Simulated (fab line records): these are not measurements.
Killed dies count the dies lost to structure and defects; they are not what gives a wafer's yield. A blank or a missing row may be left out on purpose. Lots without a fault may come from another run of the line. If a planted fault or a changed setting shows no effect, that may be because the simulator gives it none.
The tool behind it: which one? / flow gf180mcu / 21 wafers from 7 lots sampled at 2 of the route's 602 steps

WHAT THE GAUGES READ, wafer by wafer
GF_MVSD_OVL_MEAS_07.
lot=L958; measured=day 4 21:55; on=overlay-02; MVSD_OVL (nm)=-1.3 -3.9 -1.1
lot=L962; measured=day 6 00:59; on=overlay-02; MVSD_OVL (nm)=0.0 -0.1 0.3
lot=L965; measured=day 6 16:03; on=overlay-01; MVSD_OVL (nm)=-1.0 -0.8 -2.8
lot=L967; measured=day 7 04:12; on=overlay-01; MVSD_OVL (nm)=-1.8 -1.0 -1.1
lot=L975; measured=day 9 01:01; on=overlay-01; MVSD_OVL (nm)=- - -
lot=L977; measured=day 9 17:35; on=overlay-01; MVSD_OVL (nm)=-0.2 -1.9 -0.9
lot=L979; measured=day 10 01:50; on=overlay-01; MVSD_OVL (nm)=-0.9 -1.1 -0.5

EACH LOT AND THE TOOL THAT RAN IT (in order: tool; ch and the chambers of the sampled wafers; start)
lot=L958; GF_MVSD_DEVELOP_06=litho_track-03 ch 0, day 4 21:00
lot=L962; GF_MVSD_DEVELOP_06=litho_track-04 ch 0, day 6 00:00
lot=L965; GF_MVSD_DEVELOP_06=litho_track-02 ch 0, day 6 15:00
lot=L967; GF_MVSD_DEVELOP_06=litho_track-02 ch 0, day 7 04:00
lot=L975; GF_MVSD_DEVELOP_06=litho_track-03 ch 0, day 9 00:00
lot=L977; GF_MVSD_DEVELOP_06=litho_track-02 ch 0, day 9 17:00
lot=L979; GF_MVSD_DEVELOP_06=litho_track-04 ch 0, day 10 01:00
- GF_MVSD_DEVELOP_06: develop time 60 s.

THE ANSWER, worked out from the rows above alone
Rule: usual is defined by the lots themselves. Put in order of their means at a reading, lots are off if they are a third of the lots or fewer, leave a main group of 4 or more, and stand apart from it by a gap of 3 or more times the standard deviation of the main group's means; of several such gaps the widest counts. A main group whose means are all the same, to the digits that the tables above print for the reading, isn't used. A lot without any number at a reading at which 4 lots or more have one is off too. Any other lot the step has rows for is counted as sound.
Off: at GF_MVSD_OVL_MEAS_07 (MVSD_OVL), L975. Without a number there: L975. Main group: mean -1.1 nm, sd 0.67.
A tool fits if, at a process step before that reading, it ran every lot that is off, and no sound lot after the first of them. Those tools and the gauges at GF_MVSD_OVL_MEAS_07 are tried in the same way. One fits: litho_track-03 at GF_MVSD_DEVELOP_06. A fault onset in the window from L958 (day 4 21:00, its last sound lot) to L975 (day 9 00:00, its first lot off) fits.

WHAT WAS PUT IN BY THE SIMULATOR
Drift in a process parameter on litho_track-03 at GF_MVSD_DEVELOP_06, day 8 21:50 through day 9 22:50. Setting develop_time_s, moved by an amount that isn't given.
Lots struck among those shown: L975. The rule given above showed the same thing.
